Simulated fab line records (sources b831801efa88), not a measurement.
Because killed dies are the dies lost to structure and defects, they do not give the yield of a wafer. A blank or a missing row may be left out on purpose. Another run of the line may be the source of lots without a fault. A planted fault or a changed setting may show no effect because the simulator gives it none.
One fault seen from 2 desks + flow sky130 + numbers are kept per desk, each desk with only its own; the story behind them comes last

== TOOL OWNER'S DESK, implanter-04 ==
SKY_SONOS_TUNNEL_IMPLANT_09, tool's own readings: per-lot mean of the sampled wafers with a number, covering each lot this tool ran. Any lot whose mean is over 4 standard deviations away from the usual mean is out of limits and marked OUT; that distance is given in the brackets.
Columns: A = dose_ions_cm2 at SKY_SONOS_TUNNEL_IMPLANT_09, usual 9.997e+11; B = faraday_current_uA at SKY_SONOS_TUNNEL_IMPLANT_09, usual 5.62
| lot  | first seen here | A                           | B              |
|------|-----------------|-----------------------------|----------------|
| L846 | day 11 18:27    | 9.989e+11                   | 5.59           |
| L852 | day 13 18:41    | 1.001e+12                   | 5.64           |
| L859 | day 15 21:59    | 2.761e+11 (-99 or more) OUT | 1.54 (-37) OUT |
| L860 | day 16 03:23    | 2.741e+11 (-99 or more) OUT | 1.52 (-37) OUT |
Finding of this desk: L859, L860 out of limits; the first was L859 at day 15 21:59, on dose_ions_cm2 at SKY_SONOS_TUNNEL_IMPLANT_09. L846, L852: within limits.

== FROM THE METROLOGY DESK ==
Lot by lot, what the gauges showed, no matter which tool ran the lot: averages of those sampled wafers that carry a number. Any lot whose mean is over 4 standard deviations away from the usual mean is out of limits and marked OUT; that distance is given in the brackets.
Columns: A = SONOS_TUNNEL_TW at SKY_SONOS_TUNNEL_TW_MEAS_12, usual 196.6; B = SONOS_ONO_CVD_02_THK at SKY_SONOS_ONO_THK_MEAS_03, usual 10.51 nm; C = POLY_GATE_TW at SKY_RES_PROTECT_TW_MEAS_08, usual 4018
| lot  | first seen here | A               | B     | C    |
|------|-----------------|-----------------|-------|------|
| L845 | day 11 14:26    | 196.7           | 10.48 | 4029 |
| L846 | day 11 18:55    | 195.4           | 10.54 | 4000 |
| L847 | day 12 04:05    | 194.9           | 10.82 | 3991 |
| L850 | day 13 04:11    | 196.5           | 10.43 | 4000 |
| L852 | day 13 19:05    | 195.5           | 10.43 | 4012 |
| L859 | day 15 22:25    | 137.1 (-46) OUT | 10.50 | 4026 |
| L860 | day 16 03:47    | 137.1 (-46) OUT | 10.61 | 3987 |
| L861 | day 16 10:05    | 194.6           | 10.51 | 3998 |
| L862 | day 16 16:22    | 196.9           | 10.46 | 4003 |
| L863 | day 17 02:30    | 197.8           | 10.72 | 3961 |
| L864 | day 17 10:22    | 195.6           | 10.52 | 4048 |
| L867 | day 18 10:59    | 198.0           | 10.27 | 4043 |
This desk's result: L859, L860 out of limits, first on L859 (SONOS_TUNNEL_TW at SKY_SONOS_TUNNEL_TW_MEAS_12), day 15 22:25. L845, L846, L847, L850, L852, L861, L862, L863, L864, L867: within limits.

== BROUGHT TOGETHER ==
The tool owner's desk could have raised an alarm at day 15 21:59, on L859, L860.
At day 15 22:25 the metrology desk could have sounded an alarm, on L859, L860.
Every lot named ran SKY_SONOS_TUNNEL_IMPLANT_09 on implanter-04.

== WHAT THE SIMULATOR HAD INSERTED ==
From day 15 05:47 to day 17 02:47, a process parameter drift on implanter-04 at SKY_SONOS_TUNNEL_IMPLANT_09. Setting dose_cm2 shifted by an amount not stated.
Lots struck among those shown: L859, L860.
Hours from the fault's start to each desk's first reading out of limits: the tool owner's desk, 16; the metrology desk, 17.
